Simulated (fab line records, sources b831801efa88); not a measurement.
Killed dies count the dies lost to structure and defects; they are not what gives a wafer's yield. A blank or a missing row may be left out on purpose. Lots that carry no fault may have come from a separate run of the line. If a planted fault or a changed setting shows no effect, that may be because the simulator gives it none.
Which tool is to blame? ; flow sky130 ; Sampling: 24 lots, 72 wafers, 5 of 708 route steps

== WHAT THE GAUGES READ, wafer by wafer ==
SKY_VT_ADJUST_HVTP_TW_MEAS_11.
lot;measured;on;VT_ADJUST_HVTP_TW
L074;day 6 01:10;filmMetro-02;1358 1360 1364
L075;day 6 07:19;filmMetro-03;1376 1378 1379
L076;day 6 13:23;filmMetro-02;1359 1355 1358
L077;day 6 22:19;filmMetro-02;1361 1361 1360
L078;day 6 23:34;filmMetro-03;1374 1374 1375
L079;day 7 07:19;filmMetro-02;1349 1350 1352
L080;day 7 18:16;filmMetro-03;1362 1358 1367
L081;day 7 23:40;filmMetro-02;1348 1358 1353
L082;day 8 14:23;filmMetro-02;1365 1366 1361
L083;day 9 05:14;filmMetro-04;1365 1366 1363
L084;day 9 05:50;filmMetro-04;1365 1358 1369
L085;day 9 06:34;filmMetro-03;1370 1372 1380
L086;day 9 20:36;filmMetro-03;1367 1377 1376
L088;day 10 02:08;filmMetro-02;1357 1351 1363
L087;day 10 02:24;filmMetro-03;1376 1367 1368
L089;day 10 09:29;filmMetro-04;1362 1362 1353
L090;day 10 10:13;filmMetro-02;1361 1352 1356
L092;day 10 15:45;filmMetro-03;1365 1377 1370
L091;day 10 19:36;filmMetro-03;1372 1372 1372
L093;day 11 03:09;filmMetro-04;1361 1362 1354
L094;day 11 10:46;filmMetro-04;1355 1362 1350
L095;day 11 18:30;filmMetro-02;1346 1353 1350
L096;day 11 23:06;filmMetro-03;1369 1368 1367
L097;day 12 02:40;filmMetro-04;1355 1361 1361

SKY_POLY_GATE_CD_MEAS_13: the cd target is 150 nm.
lot;measured;on;cdNm (nm)
L074;day 16 04:52;cdSem-02;149.4 148.9 149.5
L075;day 16 08:16;cdSem-01;152.2 151.8 152.6
L076;day 17 02:44;cdSem-02;149.7 150.2 149.2
L077;day 17 02:28;cdSem-01;150.4 151.7 150.6
L078;day 17 13:01;cdSem-01;147.9 148.8 147.8
L079;day 17 22:01;cdSem-02;152.9 152.8 151.8
L080;day 18 10:02;cdSem-01;149.3 149.5 149.3
L081;day 18 17:35;cdSem-01;149.9 150.0 149.1
L082;day 19 23:53;cdSem-01;151.0 152.3 150.9
L083;day 20 19:32;cdSem-01;152.1 152.8 152.1
L084;day 20 18:10;cdSem-01;148.7 149.6 148.7
L085;day 21 00:23;cdSem-02;149.5 148.9 151.4
L086;day 21 19:51;cdSem-01;152.2 151.2 152.4
L088;day 22 00:07;cdSem-02;150.7 152.2 151.1
L087;day 21 23:55;cdSem-01;148.8 148.7 148.5
L089;day 22 06:10;cdSem-02;153.3 153.1 153.7
L090;day 22 09:14;cdSem-02;148.7 150.3 149.1
L092;day 22 16:24;cdSem-02;151.0 150.5 151.0
L091;day 22 21:16;cdSem-01;149.9 149.9 150.5
L093;day 23 22:31;cdSem-01;149.9 150.1 150.0
L094;day 24 02:28;cdSem-02;150.7 150.3 150.1
L095;day 24 05:52;cdSem-01;149.9 149.6 148.9
L096;day 24 10:28;cdSem-02;148.8 148.9 150.6
L097;day 24 13:10;cdSem-02;147.8 150.6 148.9

SKY_VIA3_BOW_MEAS_03.
lot;measured;on;VIA3_BOW (um)
L074;day 38 07:26;filmMetro-03;89 82 79
L075;day 38 10:11;filmMetro-02;82 78 92
L076;day 38 23:53;filmMetro-03;67 69 77
L077;day 39 04:24;filmMetro-02;86 70 72
L078;day 39 10:40;filmMetro-02;70 76 75
L079;day 39 19:56;filmMetro-03;77 81 91
L080;day 40 05:37;filmMetro-02;81 83 74
L081;day 40 18:39;filmMetro-04;77 80 89
L082;day 41 12:30;filmMetro-03;95 79 91
L083;day 42 02:56;filmMetro-02;82 74 80
L084;day 42 03:44;filmMetro-04;87 77 78
L085;day 42 12:05;filmMetro-04;87 74 89
L086;day 42 21:18;filmMetro-02;84 72 86
L088;day 43 01:47;filmMetro-04;77 91 85
L087;day 43 01:09;filmMetro-03;98 89 87
L089;day 43 06:56;filmMetro-04;80 80 63
L090;day 43 09:23;filmMetro-04;85 74 86
L092;day 43 15:13;filmMetro-04;76 90 89
L091;day 43 17:47;filmMetro-03;85 92 97
L093;day 44 11:42;filmMetro-04;71 90 79
L094;day 44 17:21;filmMetro-03;78 71 75
L095;day 44 19:07;filmMetro-03;95 79 84
L096;day 44 19:17;filmMetro-04;82 82 84
L097;day 45 00:37;filmMetro-03;84 85 86

SKY_VIA4_BOW_MEAS_03.
lot;measured;on;VIA4_BOW (um)
L074;day 41 13:11;filmMetro-02;84 78 74
L075;day 41 15:16;filmMetro-04;81 76 89
L076;day 42 04:07;filmMetro-02;65 67 75
L077;day 42 07:41;filmMetro-04;90 74 76
L078;day 42 14:50;filmMetro-01;70 75 73
L079;day 42 22:53;filmMetro-01;72 77 85
L080;day 43 08:08;filmMetro-02;78 80 72
L081;day 43 19:21;filmMetro-01;72 75 86
L082;day 44 13:59;filmMetro-01;92 78 90
L083;day 45 01:50;filmMetro-04;89 83 87
L084;day 45 04:05;filmMetro-02;88 79 79
L085;day 45 10:44;filmMetro-02;84 71 85
L086;day 45 18:30;filmMetro-04;86 72 87
L088;day 45 23:52;filmMetro-04;78 91 86
L087;day 45 23:37;filmMetro-02;91 84 81
L089;day 46 02:50;filmMetro-02;81 81 63
L090;day 46 07:19;filmMetro-02;77 68 81
L092;day 46 12:16;filmMetro-01;79 91 91
L091;day 46 13:07;filmMetro-01;83 88 92
L093;day 47 06:32;filmMetro-01;72 90 77
L094;day 47 11:40;filmMetro-01;75 68 72
L095;day 47 12:12;filmMetro-01;96 82 84
L096;day 47 12:16;filmMetro-04;77 79 79
L097;day 47 17:34;filmMetro-01;82 84 84

== TOOL THAT RAN EACH LOT (tool first, then ch and the chambers of the sampled wafers, then the start) ==
lot;SKY_RES_PROTECT_STRIP_07
L074;plasmaAsher-03 ch 0,1, day 14 23:37
L075;plasmaAsher-02 ch 0,1, day 15 02:37
L076;plasmaAsher-04 ch 1, day 15 15:49
L077;plasmaAsher-02 ch 0,1, day 15 20:55
L078;plasmaAsher-02 ch 0,1, day 16 03:25
L079;plasmaAsher-04 ch 0,1, day 16 13:31
L080;plasmaAsher-04 ch 0,1, day 17 02:16
L081;plasmaAsher-02 ch 0,1, day 17 11:15
L082;plasmaAsher-03 ch 0,1, day 18 07:30
L083;plasmaAsher-03 ch 0,1, day 19 12:05
L084;plasmaAsher-04 ch 0,1, day 19 09:13
L085;plasmaAsher-02 ch 0,1, day 19 15:49
L086;plasmaAsher-04 ch 0,1, day 20 06:59
L088;plasmaAsher-03 ch 0,1, day 20 14:14
L087;plasmaAsher-04 ch 0,1, day 20 12:24
L089;plasmaAsher-03 ch 0,1, day 20 22:10
L090;plasmaAsher-04 ch 0,1, day 20 23:13
L092;plasmaAsher-02 ch 0,1, day 21 08:50
L091;plasmaAsher-02 ch 0,1, day 21 13:31
L093;plasmaAsher-02 ch 0,1, day 22 15:21
L094;plasmaAsher-04 ch 0,1, day 22 19:00
L095;plasmaAsher-02 ch 0,1, day 22 22:19
L096;plasmaAsher-03 ch 0,1, day 23 03:16
L097;plasmaAsher-04 ch 0,1, day 23 04:30
- SKY_RES_PROTECT_STRIP_07: strips in O2/N2.

== AS READ BY THE TOOLS THEMSELVES (means over the sampled wafers that have a number; for cases with no such wafer, the mark the record gives instead) ==
SKY_RES_PROTECT_STRIP_07.
lot;tool;drypumpMotorCurrentA (A);oesProductAu (a.u.);stripTimeToEndpointS (s)
L074;plasmaAsher-03;6.0;0.518;23.28
L075;plasmaAsher-02;5.0;0.517;23.23
L076;plasmaAsher-04;5.8;0.516;23.34
L077;plasmaAsher-02;5.0;0.521;23.33
L078;plasmaAsher-02;5.0;0.518;23.33
L079;plasmaAsher-04;5.8;0.518;23.26
L080;plasmaAsher-04;5.8;0.519;23.31
L081;plasmaAsher-02;5.4;0.519;23.28
L082;plasmaAsher-03;6.1;0.514;23.28
L083;plasmaAsher-03;6.1;0.516;23.28
L084;plasmaAsher-04;5.8;0.518;23.31
L085;plasmaAsher-02;5.4;0.518;23.27
L086;plasmaAsher-04;5.8;0.518;23.34
L088;plasmaAsher-03;6.0;0.515;23.30
L087;plasmaAsher-04;5.8;0.517;23.30
L089;plasmaAsher-03;6.0;0.516;23.28
L090;plasmaAsher-04;5.8;0.520;23.23
L092;plasmaAsher-02;5.4;0.518;23.24
L091;plasmaAsher-02;5.0;0.518;23.28
L093;plasmaAsher-02;5.4;0.515;23.36
L094;plasmaAsher-04;5.8;0.523;23.33
L095;plasmaAsher-02;5.1;0.520;23.30
L096;plasmaAsher-03;6.1;0.516;23.34
L097;plasmaAsher-04;5.8;0.518;23.31

== THE ANSWER, worked out from the rows above alone ==
Rule: what is usual is taken from the lots themselves. The widest of any qualifying gaps counts: lots, ordered by their means at a reading, are off when they make up no more than a third of the lots, leave a main group of 4 or more, and stand apart from it by 3 or more times the standard deviation of that group's means. If all means in a main group match to the digits the tables above print for the reading, that group is not used. Also off: a lot with no number at a reading for which 4 or more lots have one. Where the step has rows for the other lots, those lots are counted as sound. First the gauges in route order, then the tools' own readings, where a lot's mean is used as printed above. The first step at which some lot is off is used, and at that step the reading that is off furthest; a lot without a number counts as furthest.
Nothing can be told from this: no lot is off at any reading shown.

== WHAT WAS PUT IN BY THE SIMULATOR ==
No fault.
